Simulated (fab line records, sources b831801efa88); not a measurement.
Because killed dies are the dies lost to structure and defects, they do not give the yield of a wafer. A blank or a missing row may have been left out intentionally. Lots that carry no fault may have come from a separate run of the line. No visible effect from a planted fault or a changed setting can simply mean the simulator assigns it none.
fab line records	flow gf180mcu
record lots=24	wafers=72	lastDay=34
route steps=602 shown M2@367 V2@397 M3@413 V3@443 M4@471
lots with no fault: from the same line, run without faults
startH: hours from the record's first day to the start of the lot's first wafer shown	waitH: hours elapsed since this lot's preceding step	" same as the row above	L1.1+2: several wafers, shown together as one row	- either no value or no given start	* or withheld: withheld	< > ~ a bound
route shown NAME@n: a module of which the file shows steps, and the number in the route of the first	usual: the fault-free wafers' mean and standard deviation	same: alike in all rows	chamber/n: place in a boat	sites: the reading at each site	_std_site: standard deviation across them	_edge_site: outer sites' mean less inner sites'	radiusMm: how far each site lies from the wafer's centre	mask NAME#n: copy n	behind: tool/chamber where the wafer was last shaped	hold: what put the lot on hold/how long, in hours/how the hold closed	device: the n, p or np transistor that did not switch	end of line: tests run on the same wafers once the route is complete	a step given without rows: its recipe and nothing more	killed: at the first sort, the dies lost to defects and structure; wafer yield is something else	map: shows each die of a wafer: x if killed, . if not, _ if none is there
set.NAME: the setting the step ran with; set.NAME@STEP: the setting that earlier step ran with	model.NAME: the simulator's own value behind a step, which no gauge read
one table for each step of the route and one row for each wafer, over a sample of lots
services: a tool's chamber out of use, with start hour (startH, from the record's first day; less than 0 if before it), hours out, and reason
## steps
# step GF_M2_RS_MEAS_05
# recipe thkMeasGauge=four-point-probe	reads=TiN_of_M2_SPUTTER_04+Ti_of_M2_SPUTTER_03+AlCu_of_M2_SPUTTER_02+TiN_of_M2_SPUTTER_01+Ti_of_M2_SPUTTER_00
# usual M2_ALCU_RS=0.0689/0.00069
lot.wafer	tool	chamber	startH	waitH	M2_ALCU_RS[ohm/sq]
L074.3	filmMetro-04	-	416.16	0.1	0.0692
L074.5	"	-	"	"	0.0696
L074.6	"	-	"	"	0.0695
L075.2	filmMetro-04	-	423.90	0.0	0.0698
L075.5	"	-	"	"	0.0695
L075.6	"	-	"	"	0.0689
L076.2	filmMetro-04	-	426.38	0.0	0.0695
L076.3	"	-	"	"	0.0689
L076.6	"	-	"	"	0.0690
L077.1	filmMetro-04	-	436.90	0.0	0.0682
L077.4	"	-	"	"	0.0676
L077.5	"	-	"	"	0.0674
L078.2	filmMetro-04	-	440.89	0.0	0.0691
L078.3	"	-	"	"	0.0688
L078.4	"	-	"	"	0.0682
L080.1	filmMetro-03	-	474.61	0.0	0.0702
L080.3	"	-	"	"	0.0695
L080.4	"	-	"	"	0.0697
L079.1	filmMetro-04	-	476.38	0.0	0.0684
L079.2	"	-	"	"	0.0688
L079.5	"	-	"	"	0.0688
L081.1	filmMetro-03	-	480.16	0.0	0.0691
L081.2	"	-	"	"	0.0686
L081.3	"	-	"	"	0.0696
L082.1	filmMetro-01	-	485.05	0.0	0.0682
L082.4	"	-	"	"	0.0681
L082.6	"	-	"	"	0.0682
L083.3	filmMetro-03	-	504.55	0.1	0.0688
L083.4	"	-	"	"	0.0688
L083.6	"	-	"	"	0.0689
L085.1	filmMetro-01	-	510.66	0.0	0.0689
L085.3	"	-	"	"	0.0698
L085.4	"	-	"	"	0.0693
L084.1	filmMetro-04	-	511.36	0.0	0.0678
L084.3	"	-	"	"	0.0688
L084.5	"	-	"	"	0.0682
L086.1	filmMetro-01	-	517.19	0.0	0.0687
L086.4	"	-	"	"	0.0682
L086.5	"	-	"	"	0.0676
L087.1	filmMetro-04	-	520.57	0.0	0.0681
L087.3	"	-	"	"	0.0691
L087.4	"	-	"	"	0.0688
L088.3	filmMetro-03	-	540.05	0.1	0.0686
L088.4	"	-	"	"	0.0686
L088.6	"	-	"	"	0.0682
L090.1	filmMetro-04	-	555.35	0.0	0.0693
L090.4	"	-	"	"	0.0699
L090.6	"	-	"	"	0.0687
L089.1	filmMetro-03	-	556.49	0.0	0.0681
L089.3	"	-	"	"	0.0685
L089.5	"	-	"	"	0.0676
L091.3	filmMetro-03	-	573.65	0.1	0.0697
L091.4	"	-	"	"	0.0690
L091.6	"	-	"	"	0.0697
L092.2	filmMetro-03	-	575.23	0.0	0.0689
L092.3	"	-	"	"	0.0688
L092.6	"	-	"	"	0.0691
L093.1	filmMetro-04	-	575.51	0.0	0.0708
L093.2	"	-	"	"	0.0690
L093.5	"	-	"	"	0.0700
L094.2	filmMetro-04	-	596.88	0.0	0.0687
L094.3	"	-	"	"	0.0691
L094.6	"	-	"	"	0.0688
L096.1	filmMetro-01	-	600.96	0.0	0.0687
L096.2	"	-	"	"	0.0702
L096.6	"	-	"	"	0.0697
L095.1	filmMetro-03	-	602.68	0.0	0.0693
L095.3	"	-	"	"	0.0695
L095.4	"	-	"	"	0.0691
L097.1	filmMetro-04	-	609.06	0.0	0.0690
L097.5	"	-	"	"	0.0687
L097.6	"	-	"	"	0.0689
# step GF_V2_OVL_MEAS_15
# usual V2_OVL=2/4.1
lot.wafer	tool	chamber	startH	waitH	V2_OVL[nm]
L074.3	overlay-02	-	466.30	0.1	2
L074.5	"	-	"	"	10
L074.6	"	-	"	"	3
L075.2	overlay-02	-	474.28	0.1	6
L075.5	"	-	"	"	3
L075.6	"	-	"	"	5
L076.2	overlay-01	-	476.85	0.1	5
L076.3	"	-	"	"	3
L076.6	"	-	"	"	3
L077.1	overlay-01	-	487.69	0.1	6
L077.4	"	-	"	"	4
L077.5	"	-	"	"	0
L078.2	overlay-02	-	490.90	0.1	9
L078.3	"	-	"	"	5
L078.4	"	-	"	"	2
L080.1	overlay-01	-	522.99	0.1	5
L080.3	"	-	"	"	4
L080.4	"	-	"	"	-1
L079.1	overlay-01	-	525.50	0.1	0
L079.2	"	-	"	"	-1
L079.5	"	-	"	"	-4
L081.1	overlay-01	-	528.42	0.1	8
L081.2	"	-	"	"	2
L081.3	"	-	"	"	3
L082.1	overlay-01	-	533.49	0.1	2
L082.4	"	-	"	"	4
L082.6	"	-	"	"	-3
L083.3	overlay-02	-	550.90	0.1	2
L083.4	"	-	"	"	0
L083.6	"	-	"	"	-2
L085.1	overlay-01	-	557.00	0.1	3
L085.3	"	-	"	"	8
L085.4	"	-	"	"	7
L084.1	overlay-02	-	558.55	0.1	1
L084.3	"	-	"	"	1
L084.5	"	-	"	"	2
L086.1	overlay-02	-	562.92	0.1	5
L086.4	"	-	"	"	-2
L086.5	"	-	"	"	2
L087.1	overlay-01	-	566.42	0.1	-2
L087.3	"	-	"	"	-3
L087.4	"	-	"	"	4
L088.3	overlay-01	-	584.56	0.1	2
L088.4	"	-	"	"	5
L088.6	"	-	"	"	4
L090.1	overlay-01	-	600.22	0.1	4
L090.4	"	-	"	"	6
L090.6	"	-	"	"	4
L089.1	overlay-01	-	601.15	0.1	4
L089.3	"	-	"	"	0
L089.5	"	-	"	"	2
L091.3	overlay-01	-	617.10	0.1	-3
L091.4	"	-	"	"	3
L091.6	"	-	"	"	0
L092.2	overlay-02	-	618.05	0.1	4
L092.3	"	-	"	"	1
L092.6	"	-	"	"	2
L093.1	overlay-02	-	618.62	0.1	1
L093.2	"	-	"	"	4
L093.5	"	-	"	"	-2
L094.2	overlay-02	-	639.23	0.1	3
L094.3	"	-	"	"	5
L094.6	"	-	"	"	9
L096.1	overlay-02	-	643.22	0.1	-2
L096.2	"	-	"	"	-2
L096.6	"	-	"	"	1
L095.1	overlay-01	-	644.99	0.1	-4
L095.3	"	-	"	"	-2
L095.4	"	-	"	"	-1
L097.1	overlay-01	-	650.72	0.1	6
L097.5	"	-	"	"	16
L097.6	"	-	"	"	15
# step GF_M3_SPUTTER_04
# recipe material=TiN	targetThkNm=50	powerW=6500	timeS=41.7	chamberPressurePa=0.4
# usual throttleValvePct=30.2/1.2
lot.wafer	tool	chamber	startH	waitH	throttleValvePct
L074.3	pvdSputter-03	-	467.88	0.0	32.0
L074.5	"	-	"	"	31.5
L074.6	"	-	"	"	29.3
L075.2	pvdSputter-04	-	475.89	0.0	30.7
L075.5	"	-	"	"	29.1
L075.6	"	-	"	"	30.4
L076.2	pvdSputter-02	-	478.42	0.0	29.2
L076.3	"	-	"	"	30.3
L076.6	"	-	"	"	29.0
L077.1	pvdSputter-03	-	489.27	0.0	31.5
L077.4	"	-	"	"	28.9
L077.5	"	-	"	"	29.1
L078.2	pvdSputter-02	-	492.46	0.0	29.0
L078.3	"	-	"	"	30.3
L078.4	"	-	"	"	30.2
L080.1	pvdSputter-02	-	524.56	0.0	29.9
L080.3	"	-	"	"	28.5
L080.4	"	-	"	"	30.6
L079.1	pvdSputter-03	-	527.10	0.0	31.5
L079.2	"	-	"	"	31.9
L079.5	"	-	"	"	32.0
L081.1	pvdSputter-04	-	530.03	0.0	29.1
L081.2	"	-	"	"	30.6
L081.3	"	-	"	"	29.2
L082.1	pvdSputter-02	-	535.09	0.0	30.4
L082.4	"	-	"	"	28.6
L082.6	"	-	"	"	28.9
L083.3	pvdSputter-03	-	552.57	0.0	29.1
L083.4	"	-	"	"	32.1
L083.6	"	-	"	"	28.6
L085.1	pvdSputter-03	-	558.70	0.0	29.0
L085.3	"	-	"	"	32.3
L085.4	"	-	"	"	32.0
L084.1	pvdSputter-04	-	560.12	0.0	30.3
L084.3	"	-	"	"	30.4
L084.5	"	-	"	"	29.3
L086.1	pvdSputter-03	-	564.49	0.0	28.9
L086.4	"	-	"	"	32.2
L086.5	"	-	"	"	32.1
L087.1	pvdSputter-04	-	567.99	0.0	29.3
L087.3	"	-	"	"	30.6
L087.4	"	-	"	"	29.0
L088.3	pvdSputter-02	-	586.17	0.0	29.0
L088.4	"	-	"	"	30.3
L088.6	"	-	"	"	30.2
L090.1	pvdSputter-04	-	602.04	0.0	29.1
L090.4	"	-	"	"	30.9
L090.6	"	-	"	"	30.6
L089.1	pvdSputter-04	-	603.24	0.0	29.3
L089.3	"	-	"	"	29.2
L089.5	"	-	"	"	30.7
L091.3	pvdSputter-02	-	618.66	0.0	30.4
L091.4	"	-	"	"	30.0
L091.6	"	-	"	"	29.2
L092.2	pvdSputter-04	-	619.66	0.0	29.0
L092.3	"	-	"	"	30.3
L092.6	"	-	"	"	29.3
L093.1	pvdSputter-03	-	620.20	0.0	32.1
L093.2	"	-	"	"	32.1
L093.5	"	-	"	"	32.1
L094.2	pvdSputter-02	-	640.79	0.0	28.7
L094.3	"	-	"	"	30.3
L094.6	"	-	"	"	28.6
L096.1	pvdSputter-02	-	646.10	0.0	28.8
L096.2	"	-	"	"	30.1
L096.6	"	-	"	"	28.9
L095.1	pvdSputter-03	-	646.88	0.0	28.8
L095.3	"	-	"	"	31.5
L095.4	"	-	"	"	32.0
L097.1	pvdSputter-04	-	652.30	0.0	29.1
L097.5	"	-	"	"	29.3
L097.6	"	-	"	"	30.4
# step GF_V3_CD_MEAS_14
# recipe targetCdNm=260
# usual cdNm=259.7/1.2
lot.wafer	tool	chamber	startH	waitH	cdNm
L074.3	cdSem-01	-	517.51	0.1	259.1
L074.5	"	-	"	"	259.1
L074.6	"	-	"	"	259.7
L075.2	cdSem-02	-	524.24	0.1	258.6
L075.5	"	-	"	"	259.8
L075.6	"	-	"	"	258.6
L076.2	cdSem-02	-	526.95	0.1	258.6
L076.3	"	-	"	"	259.2
L076.6	"	-	"	"	258.1
L077.1	cdSem-02	-	536.38	0.1	261.5
L077.4	"	-	"	"	260.9
L077.5	"	-	"	"	262.6
L078.2	cdSem-01	-	540.15	0.1	258.8
L078.3	"	-	"	"	257.4
L078.4	"	-	"	"	257.9
L080.1	cdSem-02	-	570.83	0.1	260.4
L080.3	"	-	"	"	259.8
L080.4	"	-	"	"	259.3
L079.1	cdSem-01	-	573.13	0.1	259.5
L079.2	"	-	"	"	259.2
L079.5	"	-	"	"	260.7
L081.1	cdSem-01	-	575.77	0.1	261.3
L081.2	"	-	"	"	260.5
L081.3	"	-	"	"	260.1
L082.1	cdSem-02	-	580.58	0.1	258.4
L082.4	"	-	"	"	258.6
L082.6	"	-	"	"	259.9
L083.3	cdSem-02	-	597.11	0.1	259.8
L083.4	"	-	"	"	259.3
L083.6	"	-	"	"	258.8
L085.1	cdSem-02	-	602.88	0.1	262.5
L085.3	"	-	"	"	260.9
L085.4	"	-	"	"	260.8
L084.1	cdSem-02	-	604.56	0.3	259.4
L084.3	"	-	"	"	259.2
L084.5	"	-	"	"	259.8
L086.1	cdSem-02	-	608.13	0.1	258.2
L086.4	"	-	"	"	258.9
L086.5	"	-	"	"	258.9
L087.1	cdSem-01	-	610.97	0.1	259.4
L087.3	"	-	"	"	259.9
L087.4	"	-	"	"	259.3
L088.3	cdSem-02	-	628.12	0.1	259.2
L088.4	"	-	"	"	259.6
L088.6	"	-	"	"	260.4
L090.1	cdSem-01	-	642.53	0.1	261.6
L090.4	"	-	"	"	261.3
L090.6	"	-	"	"	261.1
L089.1	cdSem-02	-	645.52	0.1	259.2
L089.3	"	-	"	"	259.9
L089.5	"	-	"	"	259.8
L091.3	cdSem-02	-	659.76	0.1	260.9
L091.4	"	-	"	"	261.3
L091.6	"	-	"	"	260.8
L092.2	cdSem-02	-	660.75	0.1	259.5
L092.3	"	-	"	"	257.7
L092.6	"	-	"	"	259.6
L093.1	cdSem-01	-	661.08	0.1	259.6
L093.2	"	-	"	"	258.8
L093.5	"	-	"	"	259.4
L094.2	cdSem-02	-	680.89	0.1	258.6
L094.3	"	-	"	"	259.6
L094.6	"	-	"	"	260.4
L096.1	cdSem-01	-	685.87	0.1	257.4
L096.2	"	-	"	"	257.4
L096.6	"	-	"	"	258.5
L095.1	cdSem-02	-	686.22	0.1	259.7
L095.3	"	-	"	"	261.1
L095.4	"	-	"	"	259.6
L097.1	cdSem-02	-	691.67	0.1	260.2
L097.5	"	-	"	"	259.2
L097.6	"	-	"	"	261.0
# step GF_V3_ETCH_17
# recipe chemistry=C4F8/O2/Ar	maskMaterial=KrF	target=SiO2	stopOn=TiN	sourceW=1500	biasW=1200	pressureMtorr=40	c4f8FlowSccm=withheld	O2_flow_sccm=6	Ar_flow_sccm=300	timeS=withheld	targetDepthA=6350
# usual chamberPressureMTorr=40.00/0.039	oesProductAu=0.856/0.0048
lot.wafer	tool	chamber	startH	waitH	chamberPressureMTorr	oesProductAu
L074.3	rieDiel-03	2	-	-	40.16	0.846
L074.5	"	3	"	"	40.02	0.847
L074.6	"	0	"	"	39.95	0.851
L075.2	rieDiel-04	2	-	-	40.01	0.856
L075.5	"	1	"	"	40.02	0.860
L075.6	"	0	"	"	40.00	0.854
L076.2	rieDiel-02	0	-	-	39.98	0.864
L076.3	"	1	"	"	39.95	0.863
L076.6	"	2	"	"	40.07	0.853
L077.1	rieDiel-04	3	-	-	39.97	0.858
L077.4	"	2	"	"	39.95	0.852
L077.5	"	3	"	"	40.02	0.853
L078.2	rieDiel-03	3	-	-	40.07	0.862
L078.3	"	2	"	"	39.97	0.850
L078.4	"	0	"	"	40.10	0.864
L080.1	rieDiel-02	1	-	-	40.00	0.854
L080.3	"	0	"	"	40.06	0.845
L080.4	"	2	"	"	39.99	0.863
L079.1	rieDiel-03	0	-	-	39.93	0.857
L079.2	"	3	"	"	40.01	0.866
L079.5	"	1	"	"	40.08	0.848
L081.1	rieDiel-03	0	-	-	40.01	0.859
L081.2	"	3	"	"	40.03	0.864
L081.3	"	1	"	"	39.97	0.848
L082.1	rieDiel-04	2	-	-	39.97	0.865
L082.4	"	1	"	"	40.03	0.857
L082.6	"	0	"	"	39.94	0.856
L083.3	rieDiel-02	3	-	-	40.00	0.859
L083.4	"	0	"	"	39.99	0.862
L083.6	"	1	"	"	39.95	0.855
L085.1	rieDiel-04	0	-	-	39.93	0.863
L085.3	"	3	"	"	40.02	0.850
L085.4	"	1	"	"	40.02	0.857
L084.1	rieDiel-02	0	-	-	40.01	0.859
L084.3	"	2	"	"	40.01	0.854
L084.5	"	3	"	"	40.03	0.848
L086.1	rieDiel-04	2	-	-	39.99	0.853
L086.4	"	0	"	"	40.00	0.853
L086.5	"	0	"	"	39.99	0.851
L087.1	rieDiel-03	2	-	-	40.05	0.856
L087.3	"	0	"	"	40.00	0.853
L087.4	"	1	"	"	39.96	0.863
L088.3	rieDiel-04	2	-	-	40.00	0.849
L088.4	"	1	"	"	39.94	0.859
L088.6	"	2	"	"	40.00	0.852
L090.1	rieDiel-02	0	-	-	40.01	0.858
L090.4	"	3	"	"	40.07	0.852
L090.6	"	3	"	"	39.99	0.851
L089.1	rieDiel-03	1	-	-	39.98	0.854
L089.3	"	2	"	"	39.95	0.851
L089.5	"	1	"	"	39.97	0.857
L091.3	rieDiel-04	3	-	-	39.97	0.859
L091.4	"	1	"	"	39.96	0.859
L091.6	"	2	"	"	39.96	0.849
L092.2	rieDiel-03	0	-	-	39.99	0.848
L092.3	"	3	"	"	39.98	0.853
L092.6	"	3	"	"	39.98	0.855
L093.1	rieDiel-04	1	-	-	39.99	0.854
L093.2	"	2	"	"	39.99	0.852
L093.5	"	1	"	"	39.99	0.862
L094.2	rieDiel-04	2	-	-	39.94	0.859
L094.3	"	3	"	"	40.00	0.864
L094.6	"	1	"	"	40.05	0.849
L096.1	rieDiel-03	1	-	-	39.95	0.853
L096.2	"	3	"	"	39.95	0.867
L096.6	"	3	"	"	39.96	0.854
L095.1	rieDiel-02	1	-	-	39.98	0.850
L095.3	"	0	"	"	39.94	0.853
L095.4	"	3	"	"	40.06	0.860
L097.1	rieDiel-03	1	-	-	40.03	0.853
L097.5	"	2	"	"	39.97	0.851
L097.6	"	3	"	"	39.96	0.853
# step GF_M4_OVL_MEAS_15
# usual M4_OVL=5/5
lot.wafer	tool	chamber	startH	waitH	M4_OVL[nm]
L074.3	overlay-01	-	541.51	0.1	5
L074.5	"	-	"	"	4
L074.6	"	-	"	"	9
L075.2	overlay-02	-	548.93	0.1	10
L075.5	"	-	"	"	16
L075.6	"	-	"	"	8
L076.2	overlay-01	-	550.91	0.1	6
L076.3	"	-	"	"	4
L076.6	"	-	"	"	9
L077.1	overlay-01	-	560.60	0.1	2
L077.4	"	-	"	"	1
L077.5	"	-	"	"	6
L078.2	overlay-01	-	563.88	0.1	8
L078.3	"	-	"	"	2
L078.4	"	-	"	"	6
L080.1	overlay-02	-	593.95	0.1	5
L080.3	"	-	"	"	8
L080.4	"	-	"	"	6
L079.1	overlay-01	-	595.45	0.1	-2
L079.2	"	-	"	"	1
L079.5	"	-	"	"	2
L081.1	overlay-02	-	599.12	0.1	7
L081.2	"	-	"	"	5
L081.3	"	-	"	"	-7
L082.1	overlay-01	-	603.94	0.1	1
L082.4	"	-	"	"	1
L082.6	"	-	"	"	-3
L083.3	overlay-02	-	619.91	0.1	6
L083.4	"	-	"	"	3
L083.6	"	-	"	"	2
L085.1	overlay-01	-	625.25	0.1	0
L085.3	"	-	"	"	0
L085.4	"	-	"	"	6
L084.1	overlay-02	-	627.02	0.1	5
L084.3	"	-	"	"	4
L084.5	"	-	"	"	5
L086.1	overlay-01	-	630.57	0.1	9
L086.4	"	-	"	"	8
L086.5	"	-	"	"	7
L087.1	overlay-02	-	632.72	0.1	4
L087.3	"	-	"	"	1
L087.4	"	-	"	"	9
L088.3	overlay-02	-	649.73	0.1	2
L088.4	"	-	"	"	-1
L088.6	"	-	"	"	1
L090.1	overlay-02	-	664.64	0.1	3
L090.4	"	-	"	"	-1
L090.6	"	-	"	"	8
L089.1	overlay-01	-	666.34	0.1	10
L089.3	"	-	"	"	9
L089.5	"	-	"	"	7
L091.3	overlay-02	-	680.71	0.1	17
L091.4	"	-	"	"	21
L091.6	"	-	"	"	20
L092.2	overlay-02	-	682.05	0.1	3
L092.3	"	-	"	"	2
L092.6	"	-	"	"	4
L093.1	overlay-01	-	682.60	0.1	5
L093.2	"	-	"	"	12
L093.5	"	-	"	"	6
L094.2	overlay-02	-	701.23	0.1	2
L094.3	"	-	"	"	-3
L094.6	"	-	"	"	-4
L096.1	overlay-01	-	706.27	0.1	4
L096.2	"	-	"	"	-6
L096.6	"	-	"	"	-2
L095.1	overlay-02	-	706.94	0.1	-2
L095.3	"	-	"	"	6
L095.4	"	-	"	"	2
L097.1	overlay-02	-	711.31	0.1	0
L097.5	"	-	"	"	0
L097.6	"	-	"	"	1
## services
tool	chamber	startH	hours	kind
rieDiel-04	2	481.08	-	clean
rieDiel-04	2	481.08	25.1	scheduledDown
rieDiel-04	2	481.08	25.1	ventCycle
rieDiel-03	-	481.60	0.2	repair
rieDiel-03	-	493.43	2.6	repair
rieDiel-04	1	503.46	6.6	repair
rieDiel-03	1	531.92	6.1	repair
pvdSputter-02	-	546.47	0.5	repair
rieDiel-03	2	551.25	23.6	repair
pvdSputter-02	-	559.22	5.7	repair
rieDiel-04	3	571.08	2.5	repair
rieDiel-02	1	574.00	18.3	repair
rieDiel-04	-	574.67	2.8	pm
pvdSputter-02	-	579.01	2.2	repair
rieDiel-04	0	626.39	109.5	repair
pvdSputter-03	-	635.64	3.7	repair
rieDiel-03	0	638.34	12.6	repair
rieDiel-03	2	652.82	-	clean
rieDiel-03	2	652.82	18.4	scheduledDown
rieDiel-02	-	660.21	1.1	repair
rieDiel-02	1	662.57	3.8	repair
rieDiel-02	0	669.40	1.4	repair
pvdSputter-02	-	670.83	13.1	repair
pvdSputter-04	-	679.23	3.7	repair
## key
fault none
